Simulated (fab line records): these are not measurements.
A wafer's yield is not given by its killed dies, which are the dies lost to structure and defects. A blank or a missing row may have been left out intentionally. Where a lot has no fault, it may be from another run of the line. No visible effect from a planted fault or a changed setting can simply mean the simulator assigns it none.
Struck lot and sound lot, side by side + flow sky130 + 15 steps out of a route of 708
Sound: these wafers, L190.1, L190.5, L190.6. Wafers L196.2, L196.3, L196.5 were the ones struck. The cause is given at the end.
At each step with rows: each side's tool, then ch and its chambers, then its first start. Under that, the readings that differ: sound wafers + struck wafers + difference of the means + sigmas: that difference in standard deviations of wafers without a fault.
alike: readings with means less than 2 such deviations apart, plus words and numbers identical on both sides. not compared: withheld readings, readings lacking a value on some wafer, bounds such as >300 that could conceal the same value, and numbers that have no deviation in the record and whose values overlap.
The two part at a step that has a row with sigmas, a row that says differs or no value, or rows on one side only. Non-overlapping numbers with no deviation appear without sigmas and do not part them. A reading that every wafer of one side lacks parts them only if that side has two wafers or more.

SKY_METAL3_ETCH_16: etches BARC in N2/H2, stops on SiO2, time 88.2 s, target depth 60 nm.
  sound on rie-metal-02 ch 0,1, day 42 12:19; struck on rie-metal-03 ch 1, day 43 13:49
  alike: chamber-pressure-mTorr, drypump-motor-current-A, oes-product-au, throttle-valve-pct
  not compared: rf-hours-counter-h
SKY_METAL3_ETCH_17: etches SiO2 in C4F8/O2/Ar, stops on TiN, time 3.9 s, target depth 15 nm.
  sound on rie-diel-01 ch 1,2, day 42 12:25; struck on rie-diel-02 ch 0,1,3, day 43 13:59
  alike: chamber-pressure-mTorr, oes-product-au
SKY_METAL3_METAL_ETCH_18: etches the open film in Cl2/BCl3, stops on SiO2, target depth 845 nm, time 183.1 s.
  sound on rie-metal-04 ch 0,1, day 42 12:26; struck on rie-metal-04 ch 0,1, day 43 14:00
  alike: chamber-pressure-mTorr, drypump-motor-current-A, oes-product-au, throttle-valve-pct
  not compared: rf-hours-counter-h
SKY_METAL3_STRIP_19: strips in O2/N2.
  sound on plasma-asher-01 ch 0,1, day 42 12:37; struck on plasma-asher-01 ch 0, day 43 14:10
  alike: chamber-pressure-mTorr, drypump-motor-current-A, oes-product-au, strip-time-to-endpoint-s
  not compared: rf-hours-counter-h
then, 4 steps without rows for these wafers: SKY_METAL3_STRIP_20 (strips in post etch residue remover, time 1200 s); SKY_METAL3_CLEAN_21 (cleans in IPA, time 180 s); SKY_METAL3_CLEAN_22 (cleans in O3/DIW); SKY_VIA3_HDPCVD_00 (deposits SiO2, target thk 1635 nm, time 272.5 s).
SKY_VIA3_THK_MEAS_01:
  sound on film-metro-03 at day 42 13:25; struck on film-metro-03 at day 43 14:58
  alike: VIA3_HDPCVD_THK
SKY_VIA3_CMP_02: polishes SiO2.
  sound on cmp-01 ch 0,3, day 42 13:38; struck on cmp-02 ch 1,3, day 43 15:01
  alike: motor-current-A
SKY_VIA3_BOW_MEAS_03:
  sound on film-metro-02 at day 42 13:56; struck on film-metro-03 at day 43 15:20
  alike: VIA3_BOW
then, 1 step without rows for these wafers: SKY_VIA3_DEHYDRATE_04 (time 60 s).
SKY_VIA3_HMDS_05: prime time 60 s.
  sound on litho-track-02 ch 0, day 43 01:34; struck on litho-track-04 ch 0, day 44 02:30
| reading          | sound                | struck               | difference | sigmas |
|------------------|----------------------|----------------------|------------|--------|
| prime-temp-c (C) | 120.11 119.97 120.08 | 118.93 118.73 118.86 | -1.21      | -9     |
then, 1 step without rows for these wafers: SKY_VIA3_COAT_06 (resist thk 60 nm).
-- the record jumps here: 6 days lie between the struck wafers' starts before and after (it left off in module VIA3 and takes up again in module PAD_OPEN, whose first step shown is number 708 of the route) --
SKY_PAD_OPEN_PROBE_99:
  sound on prober-02 at day 49 02:12; struck on prober-02 at day 49 21:56
| reading                 | sound        | struck         | difference | sigmas |
|-------------------------|--------------|----------------|------------|--------|
| killed-short            | 21 34 40     | 46 48 42       | +14        | +2     |
| sort_bin_5_function (%) | 7.9 8.5 10.0 | 14.0 11.0 12.0 | +3.5       | +2     |
  alike: defect-limited-yield, killed_at_M0_to_M3, killed_at_M4_up, killed-at-contacts, killed-at-front-end, killed-at-other, killed-dies, killed-open, sort_bin_3_pad_short, sort_bin_6_memory, sort-n-pass, sort-yield-pct

== WHERE THEY PART ==
Last at SKY_PAD_OPEN_PROBE_99 as far as this record goes, first at SKY_VIA3_HMDS_05.

WHY: what the simulator had put in
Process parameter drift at SKY_VIA3_HMDS_05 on litho-track-04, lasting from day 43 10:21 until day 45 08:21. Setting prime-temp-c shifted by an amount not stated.
